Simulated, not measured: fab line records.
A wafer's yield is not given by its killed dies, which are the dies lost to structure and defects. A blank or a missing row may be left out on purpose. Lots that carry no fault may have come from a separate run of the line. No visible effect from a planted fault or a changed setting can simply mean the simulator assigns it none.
One fault seen from 2 desks :: flow sky130 :: every desk sees just its own numbers, and what lay behind them comes last

== THE METROLOGY DESK ==
Lot by lot, what the gauges showed, no matter which tool ran the lot: averages of those sampled wafers that carry a number. The brackets show how far a lot's mean lies from the usual mean; more than 4 standard deviations puts the lot out of limits, marked OUT.
Columns: A = GATE_OXIDE_OXIDATION_00_THK at SKY_GATE_OXIDE_THK_MEAS_02, usual 10.21 nm; B = GATE_OXIDE_OVL at SKY_GATE_OXIDE_OVL_MEAS_10, usual -0.6 nm
lot: L209
first seen here: day 13 18:31
A: 10.27
B: -1.0

lot: L214
first seen here: day 15 00:38
A: 10.43
B: -2.1

lot: L216
first seen here: day 15 15:08
A: 10.39
B: 1.7

lot: L218
first seen here: day 16 14:24
A: 10.23
B: -1.4

lot: L223
first seen here: day 18 08:04
A: 10.48
B: 0.5

lot: L226
first seen here: day 19 04:57
A: 10.45
B: 0.1
This desk found nothing out of limits on any of the 6 lots.

== DESK OF THE TOOL OWNER: implanter-02 ==
The tool's own readings at SKY_GATE_OXIDE_IMPLANT_11, given as means over the sampled wafers that have a number, one for each lot that went through this tool. The brackets show how far a lot's mean lies from the usual mean; more than 4 standard deviations puts the lot out of limits, marked OUT.
Columns: A = beam energy keV at SKY_GATE_OXIDE_IMPLANT_11, usual 10.000; B = beam on s at SKY_GATE_OXIDE_IMPLANT_11, usual 9.98 s
lot: L214
first seen here: day 16 04:43
A: 8.549 (-99 or more) OUT
B: 9.97

lot: L216
first seen here: day 16 19:50
A: 8.547 (-99 or more) OUT
B: 9.95

lot: L223
first seen here: day 19 16:02
A: 10.001
B: 10.08
Finding of this desk: L214, L216 out of limits; the first was L214 at day 16 04:43, on beam energy keV at SKY_GATE_OXIDE_IMPLANT_11. L223: within limits.

== ALL TOGETHER ==
The tool owner's desk could have raised an alarm at day 16 04:43, on L214, L216.
The metrology desk saw nothing out of limits.
The metrology desk holds a record of L214, L216, inside its limits.
The lots listed all ran SKY_GATE_OXIDE_IMPLANT_11 on implanter-02.

== WHAT WAS PUT IN BY THE SIMULATOR ==
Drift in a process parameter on implanter-02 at SKY_GATE_OXIDE_IMPLANT_11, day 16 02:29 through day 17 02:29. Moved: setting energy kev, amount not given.
Lots struck among those shown: L214, L216.
Time in hours from fault onset to the first out-of-limits reading at each desk: the tool owner's desk, 2.
